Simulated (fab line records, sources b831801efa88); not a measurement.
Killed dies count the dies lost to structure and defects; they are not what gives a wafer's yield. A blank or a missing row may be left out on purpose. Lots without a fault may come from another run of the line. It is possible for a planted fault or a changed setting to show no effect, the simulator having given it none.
The same fault as seen by 2 desks -- flow sky130 -- numbers are kept per desk, each desk with only its own; the story behind them comes last

AT THE METROLOGY DESK
Lot by lot, what the gauges showed, no matter which tool ran the lot: averages of those sampled wafers that carry a number. A lot is out of limits, marked OUT, if its mean lies more than 4 standard deviations from the usual mean; the brackets give that distance.
Columns: A = METAL4_OVL at SKY_METAL4_OVL_MEAS_14, usual 2 nm; B = METAL5_ALCU_THK at SKY_METAL5_THK_MEAS_06, usual 1145 nm
lot,first seen here,A,B
L173,day 42 00:41,5,1164
L175,day 42 10:51,2,1148
L176,day 42 16:38,5,1141
L178,day 43 19:08,1,1138
L181,day 44 10:32,1,1148
L182,day 44 20:05,2,1140
L188,day 46 03:47,2,1142
L191,day 46 18:37,-1,1141
L194,day 47 16:08,1,1144
L196,day 47 17:17,-1,1141
L195,day 47 19:44,3,1143
This desk's finding: nothing out of limits on any of the 11 lots.

FOR THE TOOL OWNER'S DESK: pvdSputter-01
The tool's own readings at SKY_METAL5_SPUTTER_04 (material TiN, target thk 70 nm, time 58.3 s): means of the sampled wafers that have a number, for each lot that ran on this tool. A lot is out of limits, marked OUT, if its mean lies more than 4 standard deviations from the usual mean; the brackets give that distance.
Columns: A = throttleValvePct at SKY_METAL5_SPUTTER_04, usual 30.0 %
lot,first seen here,A
L176,day 43 18:24,29.4
L181,day 45 10:46,29.6
L182,day 45 19:30,30.1
L188,day 47 02:20,29.8
L191,day 47 17:11,29.7
This desk's finding: nothing out of limits on any of the 5 lots.

ALL TOGETHER
At the metrology desk, nothing out of limits was observed.
The desk of the tool owner found nothing out of limits.

WHAT WAS PUT IN BY THE SIMULATOR
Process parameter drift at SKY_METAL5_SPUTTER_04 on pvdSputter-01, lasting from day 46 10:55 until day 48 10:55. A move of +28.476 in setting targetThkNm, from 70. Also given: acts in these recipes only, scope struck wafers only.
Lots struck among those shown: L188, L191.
